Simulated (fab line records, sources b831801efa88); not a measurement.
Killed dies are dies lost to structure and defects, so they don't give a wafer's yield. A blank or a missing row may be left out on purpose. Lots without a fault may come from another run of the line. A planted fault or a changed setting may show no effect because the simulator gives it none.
A struck lot beside a sound one | flow gf180mcu | 14 steps out of a route of 602
Sound: wafers L795.1, L795.4, L795.6. Struck: wafers L805.3, L805.4, L805.5. The cause comes at the end.
At each step with rows: each side's tool, then ch and its chambers, then its first start. Under that, the readings that differ: sound wafers | struck wafers | difference of the means | sigmas: that difference in standard deviations of wafers without a fault.
alike: readings whose means differ by less than 2 such deviations, and words and numbers that are the same on both sides. not compared: withheld readings, readings that some wafer has no value for, bounds like >300 that may hide the same value, and numbers for which the record gives no deviation and whose values overlap.
The two part at a step that has a row with sigmas, a row that says differs or no value, or rows on one side only. Numbers that don't overlap but have no deviation are shown without sigmas and don't part them. A reading that every wafer of one side lacks parts them only if that side has two wafers or more.

first, 3 steps without rows for these wafers: GF_NWELL_EXPOSE_04 (exposes mask Nwell, target cd 860 nm); GF_NWELL_PEB_05; GF_NWELL_DEVELOP_06 (develop time 60 s).
GF_NWELL_OVL_MEAS_07:
  sound on overlay-02, day 3 07:08; struck on overlay-02, day 5 14:18
  alike: NWELL_OVL
then, 2 steps without rows for these wafers: GF_NWELL_IMPLANT_08; GF_NWELL_IMPLANT_09.
GF_NWELL_STRIP_10: strips in O2/N2.
  sound on plasma_asher-02 ch 0,1, day 3 07:28; struck on plasma_asher-03 ch 0,1, day 5 14:40
  reading                      | sound             | struck            | difference | sigmas
  strip_time_to_endpoint_s (s) | 36.97 36.99 36.96 | 36.80 36.71 36.77 | -0.21      | -2
  alike: drypump_motor_current_A, heater_power_w, oes_product_au
  not compared: rf_hours_counter_h
GF_NWELL_TW_MEAS_11:
  sound on film_metro-03, day 3 07:34; struck on film_metro-03, day 5 14:44
  alike: NWELL_TW
then, 4 steps without rows for these wafers: GF_LVPWELL_DEHYDRATE_00 (time 60 s); GF_LVPWELL_HMDS_01 (prime time 60 s); GF_LVPWELL_COAT_02 (resist thk 3000 nm); GF_LVPWELL_SOFTBAKE_03.
GF_LVPWELL_EXPOSE_04: exposes mask LVPWELL, target cd 600 nm.
  sound on iline_stepper-02 ch 0, day 3 14:19; struck on iline_stepper-02 ch 0, day 5 21:58
  reading              | sound                         | struck                                 | difference | sigmas
  mask                 | LVPWELL#0 LVPWELL#0 LVPWELL#0 | LVPWELL_R1#0 LVPWELL_R1#0 LVPWELL_R1#0 | differs    |
  exposure_dose_mJ_cm2 | 260.70 260.64 260.59          | 260.11 259.70 259.95                   | -0.72      | -3
  alike: stage_vel_mm_s
then, 1 step without rows for these wafers: GF_LVPWELL_PEB_05.

WHERE THEY PART
First at GF_NWELL_STRIP_10; last, within this record, at GF_LVPWELL_EXPOSE_04.

WHY: what the simulator had put in
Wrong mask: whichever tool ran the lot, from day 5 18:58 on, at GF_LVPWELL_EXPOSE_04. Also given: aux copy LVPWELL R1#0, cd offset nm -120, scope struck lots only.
